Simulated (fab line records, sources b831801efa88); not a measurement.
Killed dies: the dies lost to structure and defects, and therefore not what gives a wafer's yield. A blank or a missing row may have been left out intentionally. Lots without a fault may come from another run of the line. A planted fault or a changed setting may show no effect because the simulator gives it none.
Check for tools in common | flow sky130 | 42 wafers sampled across 14 lots

== WHAT PROMPTED THE OPENING ==
3 of 14 lots carry a flag on the reading CONTACT_HDPCVD_THK at SKY_CONTACT_THK_MEAS_03. No-fault wafers: 562 nm, standard deviation 6.4.
Rule: a lot is flagged in two cases, either no wafer of it has a number, or all its wafers with numbers fall more than 4 standard deviations from that mean. The rest of the lots are taken to be sound.

lot  | measured     | on           | CONTACT_HDPCVD_THK (nm), wafer by wafer | flag
L428 | day 31 02:38 | filmMetro-02 | 551 560 558                             | 
L429 | day 31 04:29 | filmMetro-01 | 551 563 565                             | 
L430 | day 31 10:45 | filmMetro-02 | 568 565 558                             | 
L431 | day 31 20:31 | filmMetro-04 | 553 558 558                             | 
L432 | day 32 01:45 | filmMetro-02 | 563 563 564                             | 
L433 | day 32 18:14 | filmMetro-01 | 567 575 570                             | 
L434 | day 32 20:40 | filmMetro-01 | 622 608 605                             | FLAGGED
L435 | day 33 02:24 | filmMetro-02 | 605 605 607                             | FLAGGED
L437 | day 33 18:39 | filmMetro-04 | 615 611 612                             | FLAGGED
L445 | day 36 10:21 | filmMetro-01 | 555 549 565                             | 
L447 | day 36 19:25 | filmMetro-02 | 556 554 563                             | 
L448 | day 37 02:27 | filmMetro-02 | 567 562 562                             | 
L449 | day 37 15:20 | filmMetro-04 | 550 564 563                             | 
L450 | day 37 17:16 | filmMetro-01 | 574 564 569                             | 
The mean of the flagged lots' numbers is 610 nm, +48 nm from the usual (+8 standard deviations).

== WHICH TOOL EACH LOT WENT THROUGH ==
The record holds 1 process step before the reading, out of a route of 708 steps. Read each cell as the tool, then ch plus the chambers that the sampled wafers visited, then the start.
lot  | flag    | SKY_CONTACT_HDPCVD_02
L428 |         | hdpcvd-02 ch 0,1,2, day 31 02:33
L429 |         | hdpcvd-01 ch 1,2, day 31 04:25
L430 |         | hdpcvd-01 ch 0,1,2, day 31 10:41
L431 |         | hdpcvd-02 ch 1,2, day 31 20:27
L432 |         | hdpcvd-01 ch 0,1, day 32 01:40
L433 |         | hdpcvd-01 ch 0,1,2, day 32 18:10
L434 | FLAGGED | hdpcvd-01 ch 1,2, day 32 20:34
L435 | FLAGGED | hdpcvd-01 ch 0,1,2, day 33 02:20
L437 | FLAGGED | hdpcvd-01 ch 0,1, day 33 18:35
L445 |         | hdpcvd-02 ch 0,1,2, day 36 10:16
L447 |         | hdpcvd-01 ch 0,1, day 36 19:20
L448 |         | hdpcvd-01 ch 0,1, day 37 02:22
L449 |         | hdpcvd-01 ch 0,1,2, day 37 15:16
L450 |         | hdpcvd-01 ch 0,1, day 37 17:11
What is done by these steps:
- SKY_CONTACT_HDPCVD_02: deposits SiO2, target thk 565 nm, time 94.2 s.
- SKY_CONTACT_THK_MEAS_03

== FLAGGED AGAINST TOTAL, ONE TOOL AT A TIME (gauges that did the reading follow at the end) ==
step                    | tool         | lots run | flagged | share of the flagged lots | sound lots run after its first flagged lot
SKY_CONTACT_HDPCVD_02   | hdpcvd-01    | 11       | 3       | all                       | 4 (L447,L448,L449,L450)
SKY_CONTACT_HDPCVD_02   | hdpcvd-02    | 3        | 0       | none                      | -
SKY_CONTACT_THK_MEAS_03 | filmMetro-01 | 5        | 1       | some                      | 2 (L445,L450)
SKY_CONTACT_THK_MEAS_03 | filmMetro-02 | 6        | 1       | some                      | 2 (L447,L448)
SKY_CONTACT_THK_MEAS_03 | filmMetro-04 | 3        | 1       | some                      | 1 (L449)

== WHAT THE TABLE PERMITS ==
Rows of the table that ran each flagged lot: 1, that is hdpcvd-01 at SKY_CONTACT_HDPCVD_02.
- hdpcvd-01 at SKY_CONTACT_HDPCVD_02 ran 11 lots, 3 of them flagged. Lots that were sound ran on it after the first flagged one (L447, L448, L449, L450); a persistent fault on the entire tool would not allow that. Its own readings lie more than 4 standard deviations out on every wafer of the flagged lots: runLengthS.
No row of the table ran every flagged lot and no sound lot after the first.

== WHAT THE SIMULATOR PUT IN ==
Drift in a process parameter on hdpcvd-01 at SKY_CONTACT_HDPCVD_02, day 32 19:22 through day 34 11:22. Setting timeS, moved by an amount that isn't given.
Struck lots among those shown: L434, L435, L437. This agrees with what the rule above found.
